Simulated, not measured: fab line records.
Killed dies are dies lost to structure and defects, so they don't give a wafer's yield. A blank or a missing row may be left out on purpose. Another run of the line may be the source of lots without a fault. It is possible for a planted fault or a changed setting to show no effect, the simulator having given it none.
Problem report in the 8D (eight disciplines) form, filled by code	flow gf180mcu	the parts of the form that need people (team, actions taken, sign-off) are left out

## 1. WHAT IS WRONG
Wafers without a fault read 7.85 s, standard deviation 0.057; strip_time_to_endpoint_s at GF_M3_STRIP_17 reads a mean of 6.36 s on 3 wafers belonging to 2 lots. That is -26 standard deviations from the usual mean.
The step: strips in O2/N2.
First seen on wafer L360.1, day 27 21:11, on plasma_asher-02. The record holds 36 wafers of 12 lots with a number at this step. By rule, "out" or "out of limits" means more than 4 standard deviations away from the usual mean. The rest of the wafers with a number are treated as sound.

## 2. WHAT THIS IS AND IS NOT
question	is	is not
which readings at this step	strip_time_to_endpoint_s, oes_product_au	drypump_motor_current_A, heater_power_w
which lots	L360, L362	L344, L345, L346, L348, L349, L351, L352, L361, L364, L365
which wafers of those lots	L360.1, L360.2, L362.1	L360.5, L362.3, L362.5
read on which tools	plasma_asher-02, plasma_asher-03	plasma_asher-01
when	from day 27 21:11	up to then (22 sound wafers); but 11 sound wafers of L361, L362, L364, L365 came after

## 3. THE SUSPECTS, EACH WITH WHAT RULES IT OUT
Counting: a tool at a process step up to the reading stays a suspect if it ran every lot that is out. Sound lots after the first of them don't rule it out here, since some wafers of a struck lot are sound.
- rie_metal-03 at GF_M3_METAL_ETCH_16 (etches the open film in Cl2/BCl3, stops on SiO2, target depth 627.5 nm, time 104.6 s): kept. It ran every lot that is out, first L360 (day 27 20:57); its last sound lot up to then is L352 (day 25 05:19).
Remaining after the count: rie_metal-03 at GF_M3_METAL_ETCH_16.

## 4. THE CAUSE (what the simulator had put in)
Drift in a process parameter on rie_metal-03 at GF_M3_METAL_ETCH_16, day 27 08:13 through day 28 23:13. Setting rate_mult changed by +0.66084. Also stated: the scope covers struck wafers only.
After counting, this tool was the only one left.

## 5. SEQUENCE OF EFFECTS, ordered by route
Rows list readings where the struck wafers' mean (over those with a number) sits beyond 3 standard deviations from the usual. Scope: only readings with a usual standard deviation given in the record; hours: median across lots of the time from each lot's start at the first step in this table that gives one to its start at this step; sigmas: change in usual standard deviations.
hours	step	reading	usual	on struck wafers	change	sigmas
0	GF_M3_STRIP_17	oes_product_au	0.557 a.u.	0.494	-0.063	-12
0	GF_M3_STRIP_17	strip_time_to_endpoint_s	7.85 s	6.36	-1.49	-26
It contains these process steps:
- GF_M3_STRIP_17: strips in O2/N2.
Later measuring or inspecting steps at which every struck wafer that the step has a row for has a number for every such reading, and none has moved that far: GF_V3_CD_MEAS_14, GF_V3_OVL_MEAS_15.

## 6. WHAT WOULD HAVE CAUGHT IT SOONER
In this record no reading fell out of limits until day 27 21:11, 13 hours after the fault had begun at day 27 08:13.
Tool readings at GF_M3_METAL_ETCH_16 with a usual standard deviation given in the record: none out on any struck wafer, hence no alarm at a limit of 4 standard deviations on them.
L362, from the lots that are out (2), started GF_M3_METAL_ETCH_16 on rie_metal-03 later than day 27 21:11. A hold on the tool at that time would have spared it.
